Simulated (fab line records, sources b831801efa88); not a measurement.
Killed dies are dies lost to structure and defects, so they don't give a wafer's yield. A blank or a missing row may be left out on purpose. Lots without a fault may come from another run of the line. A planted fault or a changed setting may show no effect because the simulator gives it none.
One fault seen from 2 desks | flow gf180mcu | each desk has only its own numbers; what lay behind them comes last

THE TOOL OWNER'S DESK: implanter-03
The tool's own readings at GF_NSD_IMPLANT_10: means of the sampled wafers that have a number, for each lot that ran on this tool. A lot is out of limits, marked OUT, if its mean lies more than 4 standard deviations from the usual mean; the brackets give that distance.
Columns: A = faraday_current_uA at GF_NSD_IMPLANT_10, usual 2779
lot  | first seen here | A
L476 | day 13 11:31    | 2773
L481 | day 15 01:58    | 2772
L490 | day 18 04:23    | 2841
This desk's finding: nothing out of limits on any of the 3 lots.

THE METROLOGY DESK
What the gauges read, lot by lot, whatever tool the lot ran on: means of the sampled wafers that have a number. A lot is out of limits, marked OUT, if its mean lies more than 4 standard deviations from the usual mean; the brackets give that distance.
Columns: A = MVSD_OVL at GF_MVSD_OVL_MEAS_07, usual 1.9 nm; B = NSD_RS at GF_PSD_RS_MEAS_14, usual 46.14 ohm/sq; C = cd_nm at GF_CONTACT_CD_MEAS_14, usual 219.9 nm
lot  | first seen here | A    | B                | C
L476 | day 4 10:07     | 4.8  | 46.15            | 220.0
L477 | day 4 16:52     | 2.2  | 46.11            | 218.7
L478 | day 4 21:46     | 2.6  | 46.05            | 220.4
L479 | day 5 05:40     | 2.7  | 46.11            | 218.8
L481 | day 5 15:43     | 1.2  | 46.14            | 221.9
L482 | day 5 23:43     | 2.8  | 46.18            | 220.8
L483 | day 6 05:37     | 4.3  | 46.22            | 222.2
L484 | day 6 08:41     | 2.3  | 46.13            | 219.7
L490 | day 7 20:53     | -1.6 | 46.87 (+8.3) OUT | 218.4
L495 | day 9 01:39     | 2.3  | 46.18            | 218.5
L496 | day 9 09:10     | 0.5  | 46.03            | 219.4
L497 | day 9 11:37     | 1.5  | 46.11            | 220.5
This desk's finding: out of limits on L490; first on L490, day 19 05:02 (NSD_RS at GF_PSD_RS_MEAS_14). In limits: L476, L477, L478, L479, L481, L482, L483, L484, L495, L496, L497.

PUT TOGETHER
The metrology desk could have raised an alarm at day 19 05:02, on L490.
The tool owner's desk saw nothing out of limits.
The tool owner's desk has L490 on record, within its limits.
Of the lots named, all ran GF_NSD_IMPLANT_10 on implanter-03.

WHAT THE SIMULATOR HAD PUT IN
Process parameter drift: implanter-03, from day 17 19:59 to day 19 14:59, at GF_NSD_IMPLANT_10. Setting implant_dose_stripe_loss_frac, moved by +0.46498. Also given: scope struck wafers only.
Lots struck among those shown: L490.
Hours from the fault's start to each desk's first reading out of limits: the metrology desk, 33.
